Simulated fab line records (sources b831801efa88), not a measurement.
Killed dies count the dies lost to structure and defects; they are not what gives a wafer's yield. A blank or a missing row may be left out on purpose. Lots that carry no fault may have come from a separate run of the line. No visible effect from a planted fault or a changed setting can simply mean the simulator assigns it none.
A struck lot beside a sound one || flow sky130 || 32 out of 708 route steps
Sound: the wafers L977.1, L977.3, L977.6. Struck: wafer L987.4 (left out: L987.3, L987.6 of the same lot, which were not struck); the cause appears at the end.
At each step with rows: each side's tool, then ch and its chambers, then its first start. Under that, the readings that differ: sound wafers || struck wafers || difference of the means || sigmas: that difference in standard deviations of wafers without a fault.
alike: readings with means less than 2 such deviations apart, plus words and numbers identical on both sides. not compared: withheld readings, readings lacking a value on some wafer, bounds such as >300 that could conceal the same value, and numbers that have no deviation in the record and whose values overlap.
Wherever a step has rows on one side only, a row that says differs or no value, or a row with sigmas, the two part there. When numbers do not overlap yet have no deviation, they are printed without sigmas and do not part them. A reading missing from all wafers of one side parts the sides only when that side holds two or more wafers.

SKY_VIA1_ETCH_15: etches SiO2 in C4F8/O2/Ar, stops on TiN, target depth 351 nm, time 54 s.
  sound on rie_diel-02 ch 0,2,3, day 33 12:41; struck on rie_diel-04 ch 2, day 37 03:56
  alike: oes_product_au
  not compared: rf_hours_counter_h
then, 6 steps without rows for these wafers: SKY_VIA1_STRIP_16 (strips in O2/N2); SKY_VIA1_STRIP_17 (strips in post etch residue remover, time 1200 s); SKY_VIA1_CLEAN_18 (cleans in IPA, time 180 s); SKY_VIA1_CLEAN_19 (cleans in O3/DIW); SKY_VIA1_SPUTTER_20 (material TiN, target thk 20 nm, time 80 s); SKY_VIA1_CVD_21 (deposits W, target thk 270 nm, time 80.902 s).
SKY_VIA1_RS_MEAS_22: uses a four-point probe to measure.
  sound on film_metro-02, day 33 13:29; struck on film_metro-01, day 37 04:46
{"reading": "VIA1_W_RS (ohm/sq)", "sound": "0.418 0.425 0.417", "struck": 0.436, "difference": "+0.016", "sigmas": "+3"}
SKY_VIA1_THK_MEAS_23: measures by xrf.
  sound on film_metro-02, day 33 13:36; struck on film_metro-01, day 37 04:52
  alike: VIA1_W_THK
then, 2 steps without rows for these wafers: SKY_VIA1_CMP_24 (polishes, stops on SiO2, t overpolish 15 s, target thk 0 nm); SKY_METAL2_SPUTTER_00 (material Ti, target thk 15 nm, time 10 s).
SKY_METAL2_SPUTTER_01: material TiN, target thk 20 nm, time 16.7 s.
  sound on pvd_sputter-03, day 33 13:59; struck on pvd_sputter-03, day 37 05:14
  alike: chamber_pressure_pa, throttle_valve_pct
SKY_METAL2_SPUTTER_02: material AlCu, target thk 250 nm, time 13.3 s.
  sound on pvd_sputter-03, day 33 14:01; struck on pvd_sputter-03, day 37 05:16
{"reading": "model.AlCu_of_METAL2_SPUTTER_02.thk_nm (nm)", "sound": "251.6 252.4 252.3", "struck": 327.8, "difference": "+75.7", "sigmas": ""}
  alike: chamber_pressure_pa, throttle_valve_pct
SKY_METAL2_SPUTTER_03: material Ti, target thk 5 nm, time 3.3 s.
  sound on pvd_sputter-03, day 33 14:02; struck on pvd_sputter-03, day 37 05:17
  alike: chamber_pressure_pa, throttle_valve_pct
SKY_METAL2_SPUTTER_04: material TiN, target thk 70 nm, time 58.3 s.
  sound on pvd_sputter-03, day 33 14:03; struck on pvd_sputter-03, day 37 05:18
  alike: chamber_pressure_pa, throttle_valve_pct
SKY_METAL2_RS_MEAS_05: uses a four-point probe to measure.
  sound on film_metro-01, day 33 14:06; struck on film_metro-04, day 37 05:23
{"reading": "METAL2_ALCU_RS (ohm/sq)", "sound": "0.1262 0.1257 0.1258", "struck": 0.0958, "difference": -0.0301, "sigmas": -27}
SKY_METAL2_THK_MEAS_06: measures by xrf.
  sound on film_metro-01, day 33 14:13; struck on film_metro-04, day 37 05:29
{"reading": "METAL2_ALCU_THK (nm)", "sound": "249.4 251.5 249.2", "struck": 319.7, "difference": "+69.7", "sigmas": "+27"}
then, 8 steps without rows for these wafers: SKY_METAL2_DEHYDRATE_07 (time 60 s); SKY_METAL2_HMDS_08 (prime time 60 s); SKY_METAL2_COAT_09 (resist thk 60 nm); SKY_METAL2_COAT_10 (resist thk 450 nm); SKY_METAL2_SOFTBAKE_11 (time 90 s); SKY_METAL2_EXPOSE_12 (exposes mask MM2, target cd 140 nm); SKY_METAL2_PEB_13; SKY_METAL2_DEVELOP_14 (develop time 60 s).
SKY_METAL2_CD_MEAS_15: the cd target is 140 nm.
  sound on cd_sem-01, day 34 17:12; struck on cd_sem-01, day 38 07:35
  alike: cd_nm
SKY_METAL2_OVL_MEAS_16:
  sound on overlay-01, day 34 17:19; struck on overlay-01, day 38 07:40
  alike: METAL2_OVL
then, 1 step without rows for these wafers: SKY_METAL2_DESCUM_17 (chemistry O2, time 8 s).
SKY_METAL2_ETCH_18: etches BARC in N2/H2, stops on SiO2, time 45.9 s, target depth 60 nm.
  sound on rie_metal-04 ch 1, day 34 17:23; struck on rie_metal-04 ch 1, day 38 07:44
{"reading": "oes_product_au (a.u.)", "sound": "0.849 0.845 0.847", "struck": 0.860, "difference": "+0.013", "sigmas": "+3"}
  alike: drypump_motor_current_A, he_backside_leak_sccm, throttle_valve_pct
  not compared: rf_hours_counter_h
SKY_METAL2_METAL_ETCH_19: etches the open film in Cl2/BCl3, stops on SiO2, target depth 360 nm, time 78 s.
  sound on rie_metal-04 ch 1, day 34 17:27; struck on rie_metal-04 ch 1, day 38 07:49
{"reading": "oes_product_au (a.u.)", "sound": "0.856 0.857 0.867", "struck": 0.915, "difference": "+0.055", "sigmas": "+10"}
  alike: bcl3_flow_sccm, drypump_motor_current_A, he_backside_leak_sccm, throttle_valve_pct
  not compared: rf_hours_counter_h
then, 1 step without rows for these wafers: SKY_METAL2_STRIP_20 (strips in O2/N2).
-- the record jumps here: 10 days lie between the struck wafers' starts before and after (it left off in module METAL2 and takes up again in module PAD_OPEN, whose first step shown is number 708 of the route) --
SKY_PAD_OPEN_PROBE_99:
  sound on prober-01, day 45 13:01; struck on prober-01, day 48 05:34
{"reading": "model.etest.met2.line_ohm_um", "sound": "0.917 0.9486 0.9124", "struck": 0.7016, "difference": -0.2244, "sigmas": ""}
{"reading": "model.etest.met2.rs_ohm_sq", "sound": "0.1284 0.1275 0.1267", "struck": 0.09774, "difference": -0.02979, "sigmas": ""}

## WHERE THEY PART
Last at SKY_METAL2_METAL_ETCH_19 as far as this record goes, first at SKY_VIA1_RS_MEAS_22.

WHY: what had been put in by the simulator
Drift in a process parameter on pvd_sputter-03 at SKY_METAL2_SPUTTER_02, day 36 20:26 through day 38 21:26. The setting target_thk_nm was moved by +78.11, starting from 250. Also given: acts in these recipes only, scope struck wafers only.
